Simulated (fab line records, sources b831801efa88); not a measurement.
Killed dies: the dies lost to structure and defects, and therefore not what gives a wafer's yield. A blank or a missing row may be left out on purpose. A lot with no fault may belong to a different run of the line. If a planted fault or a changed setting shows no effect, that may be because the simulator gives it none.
fab line records ; flow sky130
record: lots: 6; wafers: 18; last_day: 51
route steps=708 shown POLY_GATE@222 PAD_OPEN@708
lots that met no fault: from a run of the same line without faults
start_h: the number of hours between the record's first day and the start of the first shown wafer of the lot ; wait_h: hours elapsed since this lot's preceding step ; " repeats the value in the row above ; L1.1+2: a row that stands for several wafers ; - no value, or no start was given ; * or withheld: withheld ; < > ~ a bound
route shown NAME@n: a module of which the file shows steps, and the number in the route of the first ; usual: mean/standard deviation taken from wafers without a fault ; same: alike in all rows ; chamber/n: place in a boat ; sites: per-site readings ; _std_site: the standard deviation of these ; _edge_site: inner sites' mean taken away from outer sites' mean ; radius_mm: how far each site lies from the wafer's centre ; mask NAME#n: copy n ; behind: tool/chamber where the wafer was last shaped ; hold: the reason the lot was held/the length of the hold in hours/how it ended ; device: whichever transistor did not switch (one of n, p or np) ; end of line: the tests these same wafers got at the end of their route ; a step given without rows: its recipe and nothing more ; killed: count of dies lost to structure and defects at first sort (not the wafer's yield) ; map: shows each die of a wafer: x if killed, . if not, _ if none is there
set.NAME: setting as actually run; set.NAME@STEP: the setting as run at that earlier step ; model.NAME: the simulator's own value behind a step, which no gauge read
certain route steps with their lots: each step a table, each wafer a row
services: the hour from which a tool's chamber was out of use, counted from the record's first day as start_h (under 0 if before that day), plus the number of hours and why
== steps ==
step: SKY_POLY_GATE_COAT_08
recipe: resist: KrF-thick; spin_rpm: 3000; resist_thk_nm: 450
step: SKY_POLY_GATE_SOFTBAKE_09
recipe: temp_c: 100; time_s: 90; resist: KrF-thick
step: SKY_POLY_GATE_EXPOSE_10
recipe: mask_id: P1M; na: 0.68; source_shape: conventional; sigma_outer: 0.6; target_cd_nm: 150; dose_mj: 28
step: SKY_POLY_GATE_PEB_11
recipe: peb_temp_c: withheld; peb_time_s: withheld; resist: KrF-thick
step: SKY_POLY_GATE_DEVELOP_12
recipe: develop_time_s: 60; resist: KrF-thick; dev_temp_c: 21
step: SKY_POLY_GATE_CD_MEAS_13
recipe: target_cd_nm: 150
usual: cd_nm: 150.0/1.3
lot.wafer;tool;chamber;start_h;wait_h;cd_nm
L885.3;cd_sem-02;-;416.62;-;149.4
L885.5;cd_sem-02;-;416.62;-;150.3
L885.6;cd_sem-02;-;416.62;-;148.2
L888.1;cd_sem-01;-;452.32;-;150.3
L888.2;cd_sem-01;-;452.32;-;148.7
L888.3;cd_sem-01;-;452.32;-;149.4
L891.1;cd_sem-01;-;480.13;-;151.1
L891.4;cd_sem-01;-;480.13;-;149.8
L891.6;cd_sem-01;-;480.13;-;149.9
L892.3;cd_sem-02;-;480.23;-;150.8
L892.4;cd_sem-02;-;480.23;-;151.3
L892.6;cd_sem-02;-;480.23;-;150.7
L895.4;cd_sem-02;-;515.94;-;148.8
L895.5;cd_sem-02;-;515.94;-;146.6
L895.6;cd_sem-02;-;515.94;-;146.8
L903.3;cd_sem-01;-;600.11;-;149.4
L903.4;cd_sem-01;-;600.11;-;150.6
L903.5;cd_sem-01;-;600.11;-;148.9
step: SKY_POLY_GATE_OVL_MEAS_14
usual: POLY_GATE_OVL: -2/5.5
lot.wafer;tool;chamber;start_h;wait_h;POLY_GATE_OVL[nm]
L885.3;overlay-01;-;416.72;0.1;0
L885.5;overlay-01;-;416.72;0.1;0
L885.6;overlay-01;-;416.72;0.1;-4
L888.1;overlay-02;-;452.44;0.1;-10
L888.2;overlay-02;-;452.44;0.1;-6
L888.3;overlay-02;-;452.44;0.1;-1
L891.1;overlay-01;-;480.25;0.1;9
L891.4;overlay-01;-;480.25;0.1;6
L891.6;overlay-01;-;480.25;0.1;1
L892.3;overlay-02;-;480.32;0.1;1
L892.4;overlay-02;-;480.32;0.1;1
L892.6;overlay-02;-;480.32;0.1;-2
L895.4;overlay-01;-;516.02;0.1;14
L895.5;overlay-01;-;516.02;0.1;2
L895.6;overlay-01;-;516.02;0.1;13
L903.3;overlay-02;-;600.20;0.1;-8
L903.4;overlay-02;-;600.20;0.1;-1
L903.5;overlay-02;-;600.20;0.1;-17
step: SKY_POLY_GATE_ETCH_15
recipe: chemistry: N2/H2; target: BARC; ion_energy_ev: 200; source_w: 500; bias_w: 100; pressure_mtorr: 30; n2_flow_sccm: 100; h2_flow_sccm: 200; stop_on: SiO2; time_s: 118.5; target_depth_a: 1100
usual: bias_w: 100.0/0.32; drypump_motor_current_A: 6.0/0.35; h2_flow_sccm: 200.0/0.6; oes_product_au: 0.716/0.0046; throttle_valve_pct: 13.213/0.009
lot.wafer;tool;chamber;start_h;wait_h;bias_w;drypump_motor_current_A;h2_flow_sccm;oes_product_au;rf_hours_counter_h;throttle_valve_pct
L885.3;rie_diel-02;0;416.74;0.0;100.2;6.0;199.3;0.715;22;13.203
L885.5;rie_diel-02;3;416.74;0.0;100.2;5.5;200.2;0.708;-;13.213
L885.6;rie_diel-02;2;416.74;0.0;99.9;5.8;199.4;0.718;-;13.207
L888.1;rie_diel-02;0;452.47;0.0;100.2;5.9;200.2;0.726;23;13.214
L888.2;rie_diel-02;3;452.47;0.0;100.0;5.4;199.3;0.711;10;13.214
L888.3;rie_diel-02;1;452.47;0.0;99.9;5.7;199.6;0.721;16;13.203
L891.1;rie_diel-04;3;480.29;0.0;100.3;6.0;199.8;0.711;78;13.210
L891.4;rie_diel-04;1;480.29;0.0;100.8;5.9;199.9;0.720;71;13.208
L891.6;rie_diel-04;3;480.29;0.0;99.7;6.0;200.8;0.712;-;13.207
L892.3;rie_diel-03;1;480.34;0.0;99.7;5.9;199.6;0.722;8;13.217
L892.4;rie_diel-03;2;480.34;0.0;100.1;6.4;200.1;0.716;12;13.213
L892.6;rie_diel-03;2;480.34;0.0;99.4;6.4;200.1;0.718;-;13.208
L895.4;rie_diel-03;1;516.04;0.0;100.4;5.9;200.1;0.709;9;13.218
L895.5;rie_diel-03;3;516.04;0.0;99.5;6.4;201.3;0.710;-;13.236
L895.6;rie_diel-03;0;516.04;0.0;99.5;5.5;200.4;0.709;-;13.213
L903.3;rie_diel-02;0;600.22;0.0;100.2;5.9;199.7;0.720;26;13.196
L903.4;rie_diel-02;2;600.22;0.0;99.9;5.8;199.6;0.715;68;13.210
L903.5;rie_diel-02;2;600.22;0.0;100.3;5.8;200.3;0.714;-;13.220
step: SKY_POLY_GATE_ETCH_16
recipe: stop_on: poly-Si; chemistry: CH3F/O2; target: Si3N4; source_w: 400; bias_w: 80; pressure_mtorr: 25; ch3f_flow_sccm: 40; O2_flow_sccm: 30; time_s: 147.5; target_depth_a: 750
usual: bias_w: 80.04/0.24; drypump_motor_current_A: 5.9/0.34; oes_product_au: 0.642/0.0049; throttle_valve_pct: 10.535/0.0087
lot.wafer;tool;chamber;start_h;wait_h;bias_w;drypump_motor_current_A;oes_product_au;rf_hours_counter_h;throttle_valve_pct
L885.3;rie_diel-02;0;416.82;0.0;80.26;5.9;0.637;22;10.541
L885.5;rie_diel-02;3;416.82;0.0;79.87;5.4;0.641;-;10.529
L885.6;rie_diel-02;2;416.82;0.0;80.29;5.8;0.638;-;10.536
L888.1;rie_diel-02;0;452.56;0.0;79.97;5.9;0.649;23;10.549
L888.2;rie_diel-02;3;452.56;0.0;79.79;5.4;0.644;10;10.557
L888.3;rie_diel-02;1;452.56;0.0;80.42;5.7;0.649;16;10.538
L891.1;rie_diel-04;3;480.37;0.0;79.68;5.9;0.647;78;10.538
L891.4;rie_diel-04;1;480.37;0.0;80.30;5.9;0.645;71;10.529
L891.6;rie_diel-04;3;480.37;0.0;79.98;5.9;0.643;-;10.558
L892.3;rie_diel-03;1;480.43;0.0;79.49;5.9;0.628;8;10.529
L892.4;rie_diel-03;2;480.43;0.0;80.54;6.4;0.630;12;10.528
L892.6;rie_diel-03;2;480.43;0.0;79.95;6.4;0.647;-;10.537
L895.4;rie_diel-03;1;516.12;0.0;80.39;5.9;0.652;9;10.527
L895.5;rie_diel-03;3;516.12;0.0;80.07;6.4;0.642;-;10.537
L895.6;rie_diel-03;0;516.12;0.0;80.10;5.5;0.650;-;10.544
L903.3;rie_diel-02;0;600.31;0.0;80.01;5.9;0.636;26;10.540
L903.4;rie_diel-02;2;600.31;0.0;80.33;5.8;0.644;68;10.529
L903.5;rie_diel-02;2;600.31;0.0;80.12;5.8;0.636;-;10.533
step: SKY_POLY_GATE_ETCH_17
recipe: target_depth_nm: 180; stop_on: SiO2; over_etch_frac: 0.56667; chemistry: HBr/Cl2; target: poly-Si; icp_w: 400; bias_w: 100; pressure_mtorr: 10; HBr_flow_sccm: 150; Cl2_flow_sccm: 50; time_s: 70.5
usual: bias_w: 100.00/0.26; drypump_motor_current_A: 5.9/0.37; oes_product_au: 0.983/0.0068; throttle_valve_pct: 33.684/0.009
lot.wafer;tool;chamber;start_h;wait_h;bias_w;drypump_motor_current_A;oes_product_au;rf_hours_counter_h;throttle_valve_pct
L885.3;rie_si-01;0;416.92;0.0;99.92;5.8;0.990;1;33.699
L885.5;rie_si-01;3;416.92;0.0;99.65;5.8;0.989;-;33.690
L885.6;rie_si-01;2;416.92;0.0;99.97;5.3;0.990;-;33.673
L888.1;rie_si-02;1;452.65;0.0;100.10;6.4;0.975;7;33.682
L888.2;rie_si-02;2;452.65;0.0;99.35;6.2;0.981;32;33.677
L888.3;rie_si-02;0;452.65;0.0;100.06;5.5;0.981;0;33.666
L891.1;rie_si-01;1;480.47;0.0;100.02;6.2;0.989;0;33.683
L891.4;rie_si-01;3;480.47;0.0;99.78;5.8;0.981;2;33.679
L891.6;rie_si-01;3;480.47;0.0;100.24;5.8;0.981;-;33.684
L892.3;rie_si-02;2;480.53;0.0;99.77;6.2;0.973;32;33.686
L892.4;rie_si-02;1;480.53;0.0;99.99;6.4;0.973;7;33.699
L892.6;rie_si-02;0;480.53;0.0;100.08;5.5;0.981;-;33.688
L895.4;rie_si-01;3;516.22;0.0;99.97;5.8;0.994;2;33.677
L895.5;rie_si-01;3;516.22;0.0;99.84;5.8;0.983;-;33.687
L895.6;rie_si-01;0;516.22;0.0;100.06;5.8;0.979;-;33.678
L903.3;rie_si-02;0;600.40;0.0;100.18;5.5;0.991;1;33.685
L903.4;rie_si-02;1;600.40;0.0;99.98;6.4;0.978;-;33.686
L903.5;rie_si-02;0;600.40;0.0;99.80;5.5;0.999;-;33.677
step: SKY_POLY_GATE_STRIP_18
recipe: chemistry: O2/N2; power_w: 1400; pressure_mtorr: 1500; platen_temp_c: withheld; o2_flow_sccm: 3000; n2_flow_sccm: 300; overash_fraction: 0.5
usual: drypump_motor_current_A: 6.0/0.34; oes_product_au: 0.361/0.0042; strip_time_to_endpoint_s: 3.17/0.043
lot.wafer;tool;chamber;start_h;wait_h;drypump_motor_current_A;oes_product_au;rf_hours_counter_h;strip_time_to_endpoint_s
L885.3;plasma_asher-03;1;417.01;0.1;5.5;0.360;-;3.14
L885.5;plasma_asher-03;0;417.01;0.1;6.6;0.364;-;3.13
L885.6;plasma_asher-03;1;417.01;0.1;5.4;0.358;-;3.17
L888.1;plasma_asher-03;1;452.71;0.0;5.5;0.356;74;3.16
L888.2;plasma_asher-03;0;452.71;0.0;6.6;0.359;74;3.15
L888.3;plasma_asher-03;0;452.71;0.0;6.6;0.362;-;3.17
L891.1;plasma_asher-01;0;480.53;0.0;5.8;0.359;3;3.19
L891.4;plasma_asher-01;0;480.53;0.0;5.8;0.370;-;3.19
L891.6;plasma_asher-01;1;480.53;0.0;6.0;0.363;-;3.21
L892.3;plasma_asher-02;1;480.61;0.1;5.8;0.355;-;3.12
L892.4;plasma_asher-02;0;480.61;0.1;6.3;0.357;-;3.13
L892.6;plasma_asher-02;0;480.61;0.1;6.3;0.362;-;3.09
L895.4;plasma_asher-01;0;516.31;0.1;5.8;0.360;-;3.10
L895.5;plasma_asher-01;0;516.31;0.1;5.8;0.360;-;3.20
L895.6;plasma_asher-01;1;516.31;0.1;6.0;0.369;-;3.19
L903.3;plasma_asher-02;0;600.49;0.1;6.3;0.363;-;3.18
L903.4;plasma_asher-02;1;600.49;0.1;5.8;0.361;-;3.25
L903.5;plasma_asher-02;1;600.49;0.1;5.8;0.360;-;3.23
step: SKY_POLY_GATE_CLEAN_19
recipe: chemistry: SC1/SC2; mix: 1:4:20; temp_c: 70; time_s: 150; dry: n2_spin
step: SKY_POLY_GATE_OXIDATION_20
recipe: temp_c: 850; ambient: O2; stabilise_s: 600; purge_s: 300; target_thk_a: 40; ox_time_s: 899
usual: spike_tc_bottom_C: 871/3.9; spike_tc_centre_C: 849.9/1; spike_tc_lower_C: 849.5/0.94; spike_tc_upper_C: 851.4/1; tube_center_temp_C: 850.01/0.081; zone_power_centre_pct: 17.1/2.5; zone_power_lower_pct: 15.9/1.5; zone_power_upper_pct: 15.0/0.42
lot.wafer;tool;chamber;start_h;wait_h;spike_tc_bottom_C;spike_tc_centre_C;spike_tc_lower_C;spike_tc_upper_C;tube_center_temp_C;zone_power_centre_pct;zone_power_lower_pct;zone_power_upper_pct;model.SiO2_of_POLY_GATE_OXIDATION_20.thk_nm
L885.3;furnace-02;0;418.35;1.2;868;847.5;850.1;849.5;850.04;14.8;14.3;14.4;3.978
L885.5;furnace-02;0;418.35;1.2;868;851.0;850.0;851.9;850.14;14.4;14.6;14.6;3.938
L885.6;furnace-02;0;418.35;1.2;869;849.7;849.7;850.3;849.96;14.6;14.6;14.5;3.938
L888.1;furnace-01;0;453.95;1.0;873;850.4;849.6;851.7;850.09;19.5;17.2;15.1;3.793
L888.2;furnace-01;0;453.95;1.0;876;849.6;849.5;851.5;850.04;19.4;17.3;15.3;3.82
L888.3;furnace-01;0;453.95;1.0;874;848.4;849.0;850.4;849.99;19.7;17.7;15.1;3.844
L891.1;furnace-02;0;480.68;0.0;866;850.9;849.6;850.9;849.91;14.7;14.4;14.6;4.083
L891.4;furnace-02;0;480.68;0.0;869;849.0;848.1;850.2;850.02;14.7;14.6;14.5;3.996
L891.6;furnace-02;0;480.68;0.0;865;851.2;848.8;851.1;850;14.7;14.6;14.6;4.093
L892.3;furnace-01;0;480.73;0.0;875;886.1;845.4;845.8;850.09;33.6;10.6;9.4;4.413
L892.4;furnace-01;0;480.73;0.0;874;886.1;844.4;847.2;850.09;33.8;10.6;9.6;4.276
L892.6;furnace-01;0;480.73;0.0;874;888.5;844.6;848.6;850.03;34.4;10.8;9.5;4.125
L895.4;furnace-01;0;516.44;0.0;874;885.3;843.4;848.1;850.06;33.9;10.4;9.5;4.958
L895.5;furnace-01;0;516.44;0.0;876;887.6;845.6;845.3;850.11;33.8;10.8;9.3;4.914
L895.6;furnace-01;0;516.44;0.0;875;886.6;844.8;847.6;850.08;33.4;10.6;9.3;4.749
L903.3;furnace-02;0;600.61;0.0;867;849.7;851.0;851.1;849.84;14.6;14.5;14.4;3.879
L903.4;furnace-02;0;600.61;0.0;867;850.9;849.8;852.1;850.12;14.4;14.5;14.7;3.87
L903.5;furnace-02;0;600.61;0.0;867;851.6;849.5;851.0;850.08;14.8;14.5;14.4;3.961
step: SKY_POLY_GATE_THK_MEAS_21
recipe: reads: SiO2_of_POLY_GATE_OXIDATION_20
usual: POLY_GATE_OXIDATION_THK: 3.98/0.075
lot.wafer;tool;chamber;start_h;wait_h;hold;POLY_GATE_OXIDATION_THK[nm]
L885.3;film_metro-02;-;419.62;0.0;-;3.99
L885.5;film_metro-02;-;419.62;0.0;-;4.00
L885.6;film_metro-02;-;419.62;0.0;-;3.95
L888.1;film_metro-03;-;455.20;0.0;-;3.83
L888.2;film_metro-03;-;455.20;0.0;-;3.85
L888.3;film_metro-03;-;455.20;0.0;-;3.83
L891.1;film_metro-04;-;481.93;0.0;-;4.07
L891.4;film_metro-04;-;481.93;0.0;-;4.03
L891.6;film_metro-04;-;481.93;0.0;-;4.11
L892.3;film_metro-02;-;482.00;0.0;await_dispo/0.2h/release;4.39
L892.4;film_metro-02;-;482.00;0.0;await_dispo/0.2h/release;4.31
L892.6;film_metro-02;-;482.00;0.0;await_dispo/0.2h/release;4.14
L892.3;film_metro-02;-;482.23;0.2;-;4.42
L892.4;film_metro-02;-;482.23;0.2;-;4.27
L892.6;film_metro-02;-;482.23;0.2;-;4.13
L895.4;film_metro-04;-;517.72;0.0;await_dispo/0.2h/release;4.98
L895.5;film_metro-04;-;517.72;0.0;await_dispo/0.2h/release;4.94
L895.6;film_metro-04;-;517.72;0.0;await_dispo/0.2h/release;4.80
L895.4;film_metro-04;-;517.94;0.2;-;4.97
L895.5;film_metro-04;-;517.94;0.2;-;4.87
L895.6;film_metro-04;-;517.94;0.2;-;4.70
L903.3;film_metro-03;-;601.88;0.0;-;3.90
L903.4;film_metro-03;-;601.88;0.0;-;3.88
L903.5;film_metro-03;-;601.88;0.0;-;3.96
step: SKY_POLY_GATE_CD_MEAS_22
usual: cd_nm: 149.5/2.6
lot.wafer;tool;chamber;start_h;wait_h;hold;cd_nm
L885.3;cd_sem-01;-;419.72;0.1;-;147.0
L885.5;cd_sem-01;-;419.72;0.1;-;148.1
L885.6;cd_sem-01;-;419.72;0.1;-;147.9
L888.1;cd_sem-01;-;455.26;0.1;-;152.0
L888.2;cd_sem-01;-;455.26;0.1;-;145.7
L888.3;cd_sem-01;-;455.26;0.1;-;152.5
L891.1;cd_sem-02;-;481.99;0.1;-;150.3
L891.4;cd_sem-02;-;481.99;0.1;-;150.1
L891.6;cd_sem-02;-;481.99;0.1;-;150.6
L892.3;cd_sem-01;-;486.54;4.3;await_dispo/4.2h/release;147.3
L892.4;cd_sem-01;-;486.54;4.3;await_dispo/4.2h/release;150.5
L892.6;cd_sem-01;-;486.54;4.3;await_dispo/4.2h/release;149.2
L895.4;cd_sem-01;-;522.24;4.3;await_dispo/4.0h/release;146.9
L895.5;cd_sem-01;-;522.24;4.3;await_dispo/4.0h/release;148.4
L895.6;cd_sem-01;-;522.24;4.3;await_dispo/4.0h/release;143.7
L903.3;cd_sem-01;-;601.98;0.1;-;149.3
L903.4;cd_sem-01;-;601.98;0.1;-;155.7
L903.5;cd_sem-01;-;601.98;0.1;-;153.5
step: SKY_PAD_OPEN_PROBE_99
usual: killed_at_M0_to_M3: 43/6.8; killed_at_M4_up: 3.1/1.8; killed_at_contacts: 25/5.8; killed_at_front_end: 15/4.2; killed_at_other: 0.3/0.5; killed_dies: 87/9.7; killed_open: 47/7.3; killed_short: 39/6.6
same: gross_dies: 492; killed_at_back_side: 0
lot.wafer;tool;chamber;start_h;wait_h;killed_at_M0_to_M3;killed_at_M4_up;killed_at_contacts;killed_at_front_end;killed_at_other;killed_dies;killed_open;killed_short;model.etest.tip_p.rs_ohm_sq;model.etest.tip_sonos.rs_ohm_sq;model.etest.tip_n.rs_ohm_sq;model.etest.res_pdiff.rs_ohm_sq
L885.3;prober-01;-;1110.24;0.2;36;6;34;15;0;91;49;42;6822;2712;440.4;193.2
L885.5;prober-01;-;1110.34;0.2;30;2;36;14;1;83;52;31;6852;2682;440.8;194.9
L885.6;prober-01;-;1110.39;0.2;44;4;15;15;0;78;44;34;6809;2698;441.4;195.5
L888.1;prober-01;-;1133.60;0.1;36;2;29;11;0;78;43;35;6714;2640;443.1;199.2
L888.2;prober-01;-;1133.65;0.1;44;1;30;14;0;89;56;33;6693;2621;442.1;198.5
L888.3;prober-01;-;1133.70;0.2;42;3;28;22;0;95;56;39;6709;2625;439.9;197.4
L891.1;prober-01;-;1150.94;0.1;32;3;27;16;1;79;50;29;6886;2645;440.8;195.8
L891.4;prober-01;-;1151.09;0.2;41;4;31;15;0;91;45;46;6930;2645;443.6;194.4
L891.6;prober-01;-;1151.19;0.2;42;3;29;18;0;92;54;38;6892;2673;441.7;196.6
L892.3;prober-02;-;1155.66;0.2;40;5;31;11;0;87;44;43;6875;2753;447.1;198.7
L892.4;prober-02;-;1155.71;0.2;48;3;32;13;0;96;49;47;6836;2716;447.3;197.2
L892.6;prober-02;-;1155.81;0.2;56;3;31;15;0;105;53;52;6809;2664;442.2;196.5
L895.4;prober-01;-;1173.89;0.2;37;1;20;17;1;76;42;34;7037;2755;460.9;199.4
L895.5;prober-01;-;1173.94;0.2;34;4;21;15;0;74;41;33;6996;2791;456.9;199.7
L895.6;prober-01;-;1173.99;0.2;27;5;18;11;0;61;35;26;6957;2762;454.2;198.5
L903.3;prober-02;-;1214.76;0.2;42;2;31;13;0;88;51;37;6805;2626;451;196.4
L903.4;prober-02;-;1214.81;0.2;35;2;28;14;0;79;41;38;6822;2610;448.4;197.2
L903.5;prober-02;-;1214.86;0.2;40;4;28;19;1;92;48;44;6831;2667;453.2;194.3
killed by level:class
L885.3 CONTACT:geometric_particle:open=13 LI_CONTACT:geometric_particle:open=9 VIA1:geometric_particle:open=7 VIA1:geometric_particle:short=6 CONTACT:geometric_particle:short=6 VIA2:geometric_particle:open=6 METAL2:geometric_particle:short=5 LI_CONTACT:geometric_particle:short=5
L885.5 CONTACT:geometric_particle:open=18 LI_CONTACT:geometric_particle:open=7 POLY_GATE:geometric_particle:open=6 CONTACT:geometric_particle:short=6 VIA2:geometric_particle:open=6 METAL3:geometric_particle:short=5 VIA1:geometric_particle:short=5 VIA3:geometric_particle:open=4
L885.6 VIA1:geometric_particle:open=14 VIA1:geometric_particle:short=7 CONTACT:geometric_particle:open=6 POLY_GATE:geometric_particle:short=5 METAL2:geometric_particle:short=5 VIA2:geometric_particle:open=5 VIA3:geometric_particle:open=5 FIELD_ISO:geometric_particle:open=4
L888.1 CONTACT:geometric_particle:open=14 VIA2:geometric_particle:open=7 METAL2:geometric_particle:short=6 LI_CONTACT:geometric_particle:open=5 CONTACT:geometric_particle:short=5 VIA1:geometric_particle:open=4 POLY_GATE:geometric_particle:short=3 POLY_CUT:geometric_particle:open=3
L888.2 CONTACT:geometric_particle:open=13 VIA3:geometric_particle:open=10 LI_CONTACT:geometric_particle:open=8 VIA2:geometric_particle:open=7 VIA2:geometric_particle:short=6 VIA1:geometric_particle:open=5 POLY_GATE:geometric_particle:open=4 CONTACT:geometric_particle:short=4
L888.3 CONTACT:geometric_particle:open=10 VIA1:geometric_particle:open=9 METAL2:geometric_particle:short=8 LI_CONTACT:geometric_particle:open=7 VIA3:geometric_particle:open=7 POLY_GATE:geometric_particle:open=6 FIELD_ISO:geometric_particle:short=5 VIA2:geometric_particle:open=5
L891.1 CONTACT:geometric_particle:open=13 VIA3:geometric_particle:open=10 VIA1:geometric_particle:open=8 FIELD_ISO:geometric_particle:open=6 LI_CONTACT:geometric_particle:open=5 CONTACT:geometric_particle:short=5 VIA3:geometric_particle:short=5 POLY_GATE:geometric_particle:open=3
L891.4 CONTACT:geometric_particle:open=12 VIA1:geometric_particle:open=11 VIA3:geometric_particle:short=6 LI_CONTACT:geometric_particle:open=5 LOCAL_INTERCONNECT:geometric_particle:short=5 METAL1:geometric_particle:short=5 POLY_GATE:geometric_particle:short=4 LI_CONTACT:geometric_particle:short=4
L891.6 VIA1:geometric_particle:open=10 VIA2:geometric_particle:open=9 CONTACT:geometric_particle:open=8 LI_CONTACT:geometric_particle:open=8 CONTACT:geometric_particle:short=7 VIA3:geometric_particle:open=6 METAL2:geometric_particle:short=6 FIELD_ISO:geometric_particle:short=5
L892.3 CONTACT:geometric_particle:open=9 METAL2:geometric_particle:short=8 LI_CONTACT:geometric_particle:open=8 VIA1:geometric_particle:open=7 METAL1:geometric_particle:short=6 LI_CONTACT:geometric_particle:short=5 CONTACT:geometric_particle:short=5 POLY_GATE:geometric_particle:open=4
L892.4 VIA1:geometric_particle:open=12 CONTACT:geometric_particle:short=10 LI_CONTACT:geometric_particle:open=8 VIA2:geometric_particle:open=6 METAL1:geometric_particle:short=6 VIA3:geometric_particle:open=6 METAL2:geometric_particle:short=5 LI_CONTACT:geometric_particle:short=5
L892.6 VIA1:geometric_particle:open=15 VIA3:geometric_particle:open=11 CONTACT:geometric_particle:open=9 METAL2:geometric_particle:short=9 LI_CONTACT:geometric_particle:short=6 LI_CONTACT:geometric_particle:open=6 VIA1:geometric_particle:short=6 VIA2:geometric_particle:open=6
L895.4 METAL2:geometric_particle:short=7 VIA2:geometric_particle:open=7 VIA1:geometric_particle:open=5 LI_CONTACT:geometric_particle:open=5 CONTACT:geometric_particle:short=5 CONTACT:geometric_particle:open=5 VIA1:geometric_particle:short=5 FIELD_ISO:geometric_particle:open=4
L895.5 VIA1:geometric_particle:open=7 LI_CONTACT:geometric_particle:open=7 VIA3:geometric_particle:open=7 FIELD_ISO:geometric_particle:short=5 CONTACT:geometric_particle:open=5 METAL3:geometric_particle:short=5 METAL2:geometric_particle:short=4 FIELD_ISO:geometric_particle:open=3
L895.6 VIA2:geometric_particle:open=10 CONTACT:geometric_particle:open=7 FIELD_ISO:geometric_particle:open=5 METAL4:geometric_particle:short=5 LI_CONTACT:geometric_particle:open=3 LOCAL_INTERCONNECT:geometric_particle:short=3 VIA1:geometric_particle:open=3 VIA3:geometric_particle:open=3
L903.3 CONTACT:geometric_particle:open=14 VIA3:geometric_particle:open=11 LI_CONTACT:geometric_particle:open=6 CONTACT:geometric_particle:short=6 VIA1:geometric_particle:open=6 FIELD_ISO:geometric_particle:open=5 VIA1:geometric_particle:short=5 VIA2:geometric_particle:open=5
L903.4 CONTACT:geometric_particle:open=9 LOCAL_INTERCONNECT:geometric_particle:short=8 VIA1:geometric_particle:short=6 VIA2:geometric_particle:open=6 VIA1:geometric_particle:open=5 VIA3:geometric_particle:open=5 POLY_GATE:geometric_particle:open=4 LI_CONTACT:geometric_particle:open=4
L903.5 CONTACT:geometric_particle:open=11 FIELD_ISO:geometric_particle:short=10 VIA1:geometric_particle:open=8 LI_CONTACT:geometric_particle:open=6 FIELD_ISO:geometric_particle:open=5 LOCAL_INTERCONNECT:geometric_particle:short=5 CONTACT:geometric_particle:short=5 VIA2:geometric_particle:open=5
== services ==
tool;chamber;start_h;hours;kind
rie_si-02;0;404.06;-;clean
rie_si-02;0;404.06;13.9;scheduled_down
rie_si-02;0;404.06;13.9;vent_cycle
rie_si-02;-;407.16;1.4;repair
rie_diel-03;-;409.55;2.8;pm
plasma_asher-01;-;421.25;9.0;pm
furnace-02;-;438.19;4.8;pm
rie_diel-04;3;442.66;3.4;repair
rie_diel-02;2;448.41;7.6;repair
plasma_asher-01;-;456.16;15.4;repair
rie_diel-02;1;467.17;3.1;repair
rie_diel-02;0;484.82;6.2;repair
rie_diel-04;-;506.22;0.4;repair
rie_si-01;-;509.46;0.6;repair
rie_diel-02;-;516.46;0.5;repair
furnace-01;-;517.69;3.8;pm
rie_diel-04;-;539.64;1.1;repair
plasma_asher-03;-;541.40;10.2;repair
furnace-01;-;543.31;2.5;pm
rie_diel-02;-;550.23;0.6;repair
furnace-01;-;557.85;3.7;pm
furnace-02;-;578.95;3.2;pm
rie_diel-02;0;579.77;1.2;repair
rie_diel-03;1;584.00;3.7;repair
== key ==
first_sign: step: SKY_POLY_GATE_OXIDATION_20; reading: spike_tc_centre_C; direction: up; sigmas: 37; usual: 849.9; struck: 886.7
effect: step: SKY_POLY_GATE_OXIDATION_20; reading: zone_power_upper_pct; direction: down; sigmas: 13; usual: 15.0; struck: 9.4
effect: step: SKY_POLY_GATE_THK_MEAS_21; reading: visit; direction: added
effect: step: SKY_POLY_GATE_THK_MEAS_21; reading: POLY_GATE_OXIDATION_THK; direction: up; sigmas: 8.2; usual: 3.98; struck: 4.59; wafers_moved: 5
model_effect: step: SKY_POLY_GATE_OXIDATION_20; value: SiO2_of_POLY_GATE_OXIDATION_20.thk_nm; without: 4.036; struck: 4.573
model_effect: step: SKY_PAD_OPEN_PROBE_99; value: etest.tip_p.rs_ohm_sq; without: 6835; struck: 6918
met_at SKY_POLY_GATE_OXIDATION_20
struck_wafers L892.3,L892.4,L892.6,L895.4,L895.5,L895.6
tester_left_out L892,L895
onset_between 453.95 480.73
fault: kind: process_parameter_drift; tool: furnace-01; chamber: -; onset_h: 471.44; steps: SKY_POLY_GATE_OXIDATION_20; channel: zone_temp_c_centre; offset: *; shape: step; end_h: 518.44
tester_left_out: of these lots the tester's yield and bins aren't shown, on N5 and GAA mostly nor the transistor test; their killed dies are dies lost to structure and defects alone, not to doping, threshold or leakage, so they don't give the yield
